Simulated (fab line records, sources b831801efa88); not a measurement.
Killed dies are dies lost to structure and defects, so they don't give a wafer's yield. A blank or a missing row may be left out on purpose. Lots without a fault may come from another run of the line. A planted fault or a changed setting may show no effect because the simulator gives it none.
Which tool did it? | flow sky130 | 13 lots, 39 wafers sampled, at 3 steps of a route of 708

WHAT THE GAUGES READ, wafer by wafer
SKY_VT_ADJUST_LVTN_OVL_MEAS_07.
lot  | measured     | on         | VT_ADJUST_LVTN_OVL (nm)
L340 | day 6 17:42  | overlay-02 | -0.1 -1.5 -1.1
L341 | day 6 23:25  | overlay-01 | 3.9 2.7 2.6
L342 | day 7 06:49  | overlay-01 | 2.8 3.7 2.2
L343 | day 7 13:03  | overlay-01 | 2.4 1.7 1.4
L344 | day 7 21:11  | overlay-02 | -2.0 -0.9 0.1
L345 | day 8 02:26  | overlay-01 | - - -
L350 | day 10 04:25 | overlay-01 | 1.3 2.8 2.8
L355 | day 11 03:00 | overlay-01 | 1.5 3.1 0.4
L357 | day 11 14:13 | overlay-01 | -0.2 -0.8 0.2
L358 | day 11 22:58 | overlay-01 | -0.2 0.9 0.9
L361 | day 12 18:47 | overlay-01 | -1.1 -0.5 -1.5
L362 | day 12 22:31 | overlay-02 | -0.8 0.0 1.3
L363 | day 13 00:39 | overlay-02 | 0.2 -0.6 1.5

SKY_VT_ADJUST_LVTN_TW_MEAS_10.
lot  | measured     | on            | VT_ADJUST_LVTN_TW
L340 | day 6 18:00  | film_metro-04 | 243.2 241.8 242.3
L341 | day 6 23:43  | film_metro-01 | 240.2 239.4 239.4
L342 | day 7 07:07  | film_metro-01 | 240.2 239.8 240.0
L343 | day 7 13:20  | film_metro-01 | 239.6 240.2 238.8
L344 | day 7 21:29  | film_metro-04 | 244.1 245.4 244.5
L345 | day 8 02:43  | film_metro-04 | 30.1 30.1 30.2
L350 | day 10 04:43 | film_metro-04 | 241.6 241.5 243.2
L355 | day 11 03:17 | film_metro-04 | 242.3 243.2 243.0
L357 | day 11 14:30 | film_metro-01 | 240.0 240.7 240.2
L358 | day 11 23:16 | film_metro-03 | 241.2 241.4 241.8
L361 | day 12 19:04 | film_metro-01 | 239.9 239.7 239.0
L362 | day 12 22:49 | film_metro-03 | 238.8 240.2 240.0
L363 | day 13 00:56 | film_metro-01 | 239.0 238.7 239.2

WHICH TOOL RAN EACH LOT (tool, then ch and the chambers of the sampled wafers, then the start)
lot  | SKY_VT_ADJUST_LVTN_EXPOSE_04
L340 | iline_stepper-02 ch 0, day 6 08:38
L341 | iline_stepper-01 ch 0, day 6 14:30
L342 | iline_stepper-02 ch 0, day 6 22:16
L343 | iline_stepper-01 ch 0, day 7 02:58
L344 | iline_stepper-01 ch 0, day 7 10:43
L345 | iline_stepper-01 ch 0, day 7 16:17
L350 | iline_stepper-02 ch 0, day 9 17:42
L355 | iline_stepper-01 ch 0, day 10 16:04
L357 | iline_stepper-01 ch 0, day 11 02:23
L358 | iline_stepper-01 ch 0, day 11 11:18
L361 | iline_stepper-02 ch 0, day 12 06:35
L362 | iline_stepper-01 ch 0, day 12 10:18
L363 | iline_stepper-01 ch 0, day 12 12:31
- SKY_VT_ADJUST_LVTN_EXPOSE_04: exposes mask NWM COMPLEMENT LESS NATIVE, target cd 840 nm.

WHAT THE TOOLS THEMSELVES READ (means of the sampled wafers that have a number; where no wafer has one, the mark that the record gives instead)
SKY_VT_ADJUST_LVTN_EXPOSE_04.
lot  | tool             | reticle_temp_C (C)
L340 | iline_stepper-02 | 22.92
L341 | iline_stepper-01 | 22.96
L342 | iline_stepper-02 | 23.11
L343 | iline_stepper-01 | 22.97
L344 | iline_stepper-01 | 23.10
L345 | iline_stepper-01 | 22.97
L350 | iline_stepper-02 | 22.87
L355 | iline_stepper-01 | 22.96
L357 | iline_stepper-01 | 23.02
L358 | iline_stepper-01 | 23.04
L361 | iline_stepper-02 | 23.09
L362 | iline_stepper-01 | 22.99
L363 | iline_stepper-01 | 23.12

THE ANSWER, worked out from the rows above alone
Rule: what is usual is taken from the lots themselves. Put in order of their means at a reading, lots are off if they are a third of the lots or fewer, leave a main group of 4 or more, and stand apart from it by a gap of 3 or more times the standard deviation of the main group's means; of several such gaps the widest counts. A main group whose means are all the same, to the digits that the tables above print for the reading, isn't used. A lot without any number at a reading at which 4 lots or more have one is off too. The other lots that the step has rows for count as sound. The gauges are gone through in route order, then the tools' own readings, and for those a lot's mean is taken as printed above. The first step at which some lot is off is used, and at that step the reading that is off furthest; a lot without a number counts as furthest.
Off: L345, at SKY_VT_ADJUST_LVTN_OVL_MEAS_07 (VT_ADJUST_LVTN_OVL). Without a number there: L345. The main group: mean 0.8 nm, standard deviation 1.4.
A tool fits if, at a process step before that reading, it ran every lot that is off, and no sound lot after the first of them. The gauges at SKY_VT_ADJUST_LVTN_OVL_MEAS_07 aren't tried: what is off there is off at SKY_VT_ADJUST_LVTN_TW_MEAS_10 too, on other tools, and a gauge's error can't cause that. None of those tried fits.

WHAT THE SIMULATOR HAD PUT IN
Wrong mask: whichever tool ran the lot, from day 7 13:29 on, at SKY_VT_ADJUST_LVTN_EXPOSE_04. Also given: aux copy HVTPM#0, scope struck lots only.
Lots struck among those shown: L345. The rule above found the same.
